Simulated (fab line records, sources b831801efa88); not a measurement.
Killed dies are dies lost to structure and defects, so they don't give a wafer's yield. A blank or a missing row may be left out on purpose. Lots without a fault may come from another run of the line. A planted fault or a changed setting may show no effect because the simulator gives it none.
A struck lot beside a sound one | flow sky130 | 15 steps out of a route of 708
Sound: wafers L536.1, L536.4, L536.6. Struck: wafers L545.2, L545.3, L545.6. The cause comes at the end.
At each step with rows: each side's tool, then ch and its chambers, then its first start. Under that, the readings that differ: sound wafers | struck wafers | difference of the means | sigmas: that difference in standard deviations of wafers without a fault.
alike: readings whose means differ by less than 2 such deviations, and words and numbers that are the same on both sides. not compared: withheld readings, readings that some wafer has no value for, bounds like >300 that may hide the same value, and numbers for which the record gives no deviation and whose values overlap.
The two part at a step that has a row with sigmas, a row that says differs or no value, or rows on one side only. Numbers that don't overlap but have no deviation are shown without sigmas and don't part them. A reading that every wafer of one side lacks parts them only if that side has two wafers or more.

SKY_METAL5_SPUTTER_01: material TiN, target thk 20 nm, time 16.7 s.
  sound on pvd_sputter-03, day 43 23:26; struck on pvd_sputter-04, day 46 10:46
  alike: chamber_pressure_pa, throttle_valve_pct
SKY_METAL5_SPUTTER_02: material AlCu, target thk 1150 nm, time 61.2 s.
  sound on pvd_sputter-03, day 43 23:28; struck on pvd_sputter-04, day 46 10:47
  alike: chamber_pressure_pa, throttle_valve_pct
SKY_METAL5_SPUTTER_03: material Ti, target thk 5 nm, time 3.3 s.
  sound on pvd_sputter-03, day 43 23:31; struck on pvd_sputter-04, day 46 10:50
  alike: chamber_pressure_pa, throttle_valve_pct
SKY_METAL5_SPUTTER_04: material TiN, target thk 70 nm, time 57.49 s.
  sound on pvd_sputter-03, day 43 23:32; struck on pvd_sputter-04, day 46 10:52
  alike: chamber_pressure_pa, throttle_valve_pct
SKY_METAL5_RS_MEAS_05: measures by four-point-probe.
  sound on film_metro-02, day 43 23:35; struck on film_metro-02, day 46 10:56
  alike: METAL5_ALCU_RS
SKY_METAL5_THK_MEAS_06: measures by xrf.
  sound on film_metro-02, day 43 23:42; struck on film_metro-02, day 46 11:02
  alike: METAL5_ALCU_THK
then, 6 steps without rows for these wafers: SKY_METAL5_DEHYDRATE_07 (time 60 s); SKY_METAL5_HMDS_08 (prime time 60 s); SKY_METAL5_COAT_09 (resist thk 1800 nm); SKY_METAL5_SOFTBAKE_10 (time 60 s); SKY_METAL5_EXPOSE_11 (exposes mask MM5, target cd 1600 nm); SKY_METAL5_PEB_12.
SKY_METAL5_DEVELOP_13: develop time 60 s.
  sound on litho_track-02 ch 0, day 44 21:39; struck on litho_track-02 ch 0, day 47 06:26
  reading              | sound             | struck            | difference | sigmas
  developer_temp_C (C) | 23.17 23.07 22.97 | 24.02 24.18 24.01 | +1.00      | +9
  alike: exhaust_pa
SKY_METAL5_DESCUM_14: chemistry O2, time 11 s.
  sound on rie_metal-03 ch 0,1, day 44 21:48; struck on rie_metal-03 ch 0,1, day 47 06:33
  alike: drypump_motor_current_A, oes_product_au
  not compared: rf_hours_counter_h
SKY_PAD_OPEN_PROBE_99:
  sound on prober-01, day 46 19:30; struck on prober-01, day 48 23:53
  alike: defect_limited_yield, killed_at_M0_to_M3, killed_at_M4_up, killed_at_contacts, killed_at_front_end, killed_at_other, killed_dies, killed_open, killed_short, sort_bin_3_pad_short, sort_bin_5_function, sort_bin_6_memory, sort_n_pass, sort_yield_pct

WHERE THEY PART
Only at SKY_METAL5_DEVELOP_13, within this record. Later steps at which nothing parts them and some readings are alike: SKY_METAL5_DESCUM_14, SKY_PAD_OPEN_PROBE_99.

WHY: what the simulator had put in
Process parameter drift: litho_track-02, from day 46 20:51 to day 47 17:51, at SKY_METAL5_DEVELOP_13. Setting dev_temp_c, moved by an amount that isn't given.
